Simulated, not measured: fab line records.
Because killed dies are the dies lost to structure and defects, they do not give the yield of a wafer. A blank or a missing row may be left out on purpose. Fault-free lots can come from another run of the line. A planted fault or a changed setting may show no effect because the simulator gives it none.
Problem report, 8D (eight disciplines) form, completed by code / flow sfq-line / the parts of the form that need people (team, actions taken, sign-off) are left out

== 1. THE PROBLEM ==
tube-center-temp-C at SFQ_TRILAYER_INCOMING_OXIDATION_002 reads a mean of 1025 C on 6 wafers of 2 lots; wafers without a fault read 1000 C with a standard deviation of 0.091. So: +99 or more standard deviations from the usual mean.
The step: target thk 500 nm, ox time 4939 s.
The first sign was on wafer L974.3 at day 4 13:07, on furnace-02. The record holds 42 wafers of 14 lots with a number at this step. The rule behind "out" and "out of limits": a value lying over 4 standard deviations away from the usual mean. The rest of the wafers with a number are treated as sound.

== 2. WHAT IT IS, WHAT IT ISN'T ==
question=which readings at this step | is=tube-center-temp-C, spike-tc-bottom-C, spike-tc-centre-C, spike-tc-lower-C, spike-tc-top-C, spike-tc-upper-C, tube_center_temp_C_max | is not=zone-power-top-pct
question=which lots | is=L974, L976 | is not=L959, L960, L961, L962, L963, L964, L966, L967, L968, L969, L979, L981
question=which wafers of those lots | is=all that have a number | is not=-
question=read on which tools | is=furnace-02 | is not=furnace-01
question=when | is=from day 4 13:07 | is not=up to then (30 sound wafers); but 6 sound wafers of L979, L981 came after

== 3. WHAT RULES OUT EACH SUSPECT ==
Counting: a tool at any process step up to the reading remains a suspect when it ran all the lots that are out and ran no sound lot after the first of those.
- furnace-02 at SFQ_TRILAYER_INCOMING_OXIDATION_002 (target thk 500 nm, ox time 4939 s): kept. It ran every lot that is out, first L974 (day 4 13:07), and no sound lot after that; its last sound lot up to then is L968 (day 3 07:07). Its own readings are out on those wafers: spike-tc-bottom-C, spike-tc-centre-C, spike-tc-lower-C, spike-tc-top-C, spike-tc-upper-C, tube-center-temp-C, tube_center_temp_C_max.
Left after counting: furnace-02 at SFQ_TRILAYER_INCOMING_OXIDATION_002.

== 4. THE CAUSE (what the simulator had put in) ==
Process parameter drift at SFQ_TRILAYER_INCOMING_OXIDATION_002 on furnace-02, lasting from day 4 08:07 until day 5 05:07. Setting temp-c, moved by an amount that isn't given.
Only this tool survived the counting.

== 5. THE CHAIN OF EFFECTS, in route order ==
One row per reading whose mean, taken over the struck wafers that have a number, lies over 3 standard deviations from the usual. Only readings whose record carries a usual standard deviation are examined. hours: median over the lots of the time between each lot's start at the first step of this table that gives one and its start at this step. sigmas: the change, counted in usual standard deviations.
hours=0; step=SFQ_TRILAYER_INCOMING_OXIDATION_002; reading=spike-tc-bottom-C; usual=1018 C; on struck wafers=1047; change=+29; sigmas=+7.6
hours=0; step=SFQ_TRILAYER_INCOMING_OXIDATION_002; reading=spike-tc-centre-C; usual=1000.0 C; on struck wafers=1025.1; change=+25.1; sigmas=+27
hours=0; step=SFQ_TRILAYER_INCOMING_OXIDATION_002; reading=spike-tc-lower-C; usual=1000.5 C; on struck wafers=1024.7; change=+24.2; sigmas=+22
hours=0; step=SFQ_TRILAYER_INCOMING_OXIDATION_002; reading=spike-tc-top-C; usual=1009.6 C; on struck wafers=1033.6; change=+24.0; sigmas=+18
hours=0; step=SFQ_TRILAYER_INCOMING_OXIDATION_002; reading=spike-tc-upper-C; usual=1000.2 C; on struck wafers=1025.7; change=+25.5; sigmas=+27
hours=0; step=SFQ_TRILAYER_INCOMING_OXIDATION_002; reading=tube-center-temp-C; usual=1000 C; on struck wafers=1025; change=+25; sigmas=+99 or more
hours=0; step=SFQ_TRILAYER_INCOMING_OXIDATION_002; reading=tube_center_temp_C_max; usual=1002.6; on struck wafers=1028.1; change=+25.5; sigmas=+59
hours=0; step=SFQ_TRILAYER_INCOMING_OXIDATION_002; reading=zone-power-bottom-pct; usual=33.4 %; on struck wafers=35.4; change=+2.0; sigmas=+5.0
Here are the process steps it includes:
- SFQ_TRILAYER_INCOMING_OXIDATION_002: target thk 500 nm, ox time 4939 s.
At these later measuring or inspecting steps, every struck wafer for which the step has a row has a number for every such reading, and none has moved that far: SFQ_M0_OVL_MEAS_906.

== 6. WHAT WOULD HAVE CAUGHT IT SOONER ==
The fault began at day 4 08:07; the first out-of-limits reading in this record came at day 4 13:07, 5 hours later.
